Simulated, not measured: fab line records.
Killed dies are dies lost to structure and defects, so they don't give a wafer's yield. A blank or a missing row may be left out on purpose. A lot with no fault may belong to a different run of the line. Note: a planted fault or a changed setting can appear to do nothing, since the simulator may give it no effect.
A struck lot beside a sound one ; flow sky130 ; 21 out of 708 route steps
Sound: wafers L559.1, L559.3, L559.4. Struck: wafers L566.1, L566.3, L566.5. The cause comes at the end.
Order at every step that has rows: each side's tool, ch and its chambers, its first start. Under that, the readings that differ: sound wafers ; struck wafers ; difference of the means ; sigmas: that difference in standard deviations of wafers without a fault.
alike: a reading whose means differ by less than 2 such deviations, as well as words and numbers matching on both sides. not compared: withheld readings; readings where some wafer has no value; bounds like >300 that might hide an equal value; numbers whose values overlap and for which the record gives no deviation.
Wherever a step has rows on one side only, a row that says differs or no value, or a row with sigmas, the two part there. When numbers do not overlap yet have no deviation, they are printed without sigmas and do not part them. A reading that every wafer of one side lacks parts them only if that side has two wafers or more.

first, 3 steps without rows for these wafers: SKY_RES_PROTECT_PEB_05; SKY_RES_PROTECT_DEVELOP_06 (develop time 60 s); SKY_POLY_GATE_IMPLANT_02.
SKY_RES_PROTECT_STRIP_07: strips in O2/N2.
  sound on plasma asher-01 ch 0,1, day 19 04:52; struck on plasma asher-03 ch 0,1, day 21 20:51
reading;sound;struck;difference;sigmas
drypump motor current A (A);5.29 5.23 5.76;5.93 5.81 5.95;+0.47;+2
  alike: o2 flow sccm, oes product au, strip time to endpoint s
  not compared: rf hours counter h
SKY_RES_PROTECT_TW_MEAS_08:
  sound on film metro-04 at day 19 04:58; struck on film metro-01 at day 21 20:57
reading;sound;struck;difference;sigmas
POLY_GATE_TW;4100 4089 4079;4019 3992 4003;-85;-2
then, 2 steps without rows for these wafers: SKY_RES_PROTECT_CLEAN_09 (cleans in SC1/SC2, time 150 s); SKY_POLY_GATE_CVD_03 (deposits Si3N4 from DCS/NH3, target thk 75 nm, time 1290 s).
SKY_POLY_GATE_THK_MEAS_04:
  sound on film metro-02 at day 19 07:10; struck on film metro-01 at day 21 23:06
  alike: POLY_GATE_CVD_03_THK
then, 4 steps without rows for these wafers: SKY_POLY_GATE_DEHYDRATE_05 (time 60 s); SKY_POLY_GATE_HMDS_06 (prime time 60 s); SKY_POLY_GATE_COAT_07 (resist thk 110 nm); SKY_POLY_GATE_COAT_08 (resist thk 450 nm).
SKY_POLY_GATE_SOFTBAKE_09: time 90 s.
  sound on litho track-02 ch 0, day 19 23:00; struck on litho track-02 ch 0, day 22 15:00
reading;sound;struck;difference;sigmas
heater power total W (W);57.48 57.34 57.43;54.43 54.20 54.48;-3.05;-25
plate temp C (C);99.94 100.17 99.92;96.11 96.35 96.03;-3.85;-32
then, 2 steps without rows for these wafers: SKY_POLY_GATE_EXPOSE_10 (exposes mask P1M, target cd 150 nm); SKY_POLY_GATE_PEB_11.
SKY_POLY_GATE_DEVELOP_12: develop time 60 s.
  sound: litho track-03 ch 0; struck: litho track-03 ch 0
  not compared: model.KrF-thick_of_POLY_GATE_COAT_08.thk nm
SKY_POLY_GATE_CD_MEAS_13 targets a cd of 150 nm.
  sound on cd sem-02 at day 20 14:07; struck on cd sem-01 at day 23 05:46
reading;sound;struck;difference;sigmas
cd nm (nm);151.3 150.6 150.5;154.8 153.0 153.3;+2.9;+2
SKY_POLY_GATE_OVL_MEAS_14:
  sound on overlay-01 at day 20 14:14; struck on overlay-01 at day 23 05:53
  alike: POLY_GATE_OVL
SKY_POLY_GATE_ETCH_15: etches BARC in N2/H2, stops on SiO2, time 118.5 s, target depth 110 nm.
  sound on rie diel-01 ch 0,2,3, day 20 14:16; struck on rie diel-04 ch 1,2, day 23 05:55
  alike: drypump motor current A, oes product au, throttle valve pct
  not compared: rf hours counter h, model.KrF-thick_of_POLY_GATE_COAT_08.thk nm
SKY_POLY_GATE_ETCH_16: etches Si3N4 in CH3F/O2, stops on poly-Si, time 147.5 s, target depth 75 nm.
  sound on rie diel-01 ch 0,2,3, day 20 14:21; struck on rie diel-04 ch 1,2, day 23 06:00
  alike: drypump motor current A, oes product au, throttle valve pct
  not compared: rf hours counter h
-- a jump in the record: the struck wafers' starts before and after are 27 days apart (it breaks off in module POLY_GATE and resumes in module PAD_OPEN, where the first step shown is number 708 of the route) --
SKY_PAD_OPEN_PROBE_99:
  sound on prober-01 at day 48 15:58; struck on prober-02 at day 50 04:07
reading;sound;struck;difference;sigmas
killed at front end;26 12 25;14 9 12;-9;-2
  alike: killed_at_M0_to_M3, killed_at_M4_up, killed at contacts, killed at other, killed dies, killed on rim, killed open, killed short

WHERE THEY PART
Last at SKY_PAD_OPEN_PROBE_99 as far as this record goes, first at SKY_RES_PROTECT_STRIP_07.

WHY: the cause the simulator had injected
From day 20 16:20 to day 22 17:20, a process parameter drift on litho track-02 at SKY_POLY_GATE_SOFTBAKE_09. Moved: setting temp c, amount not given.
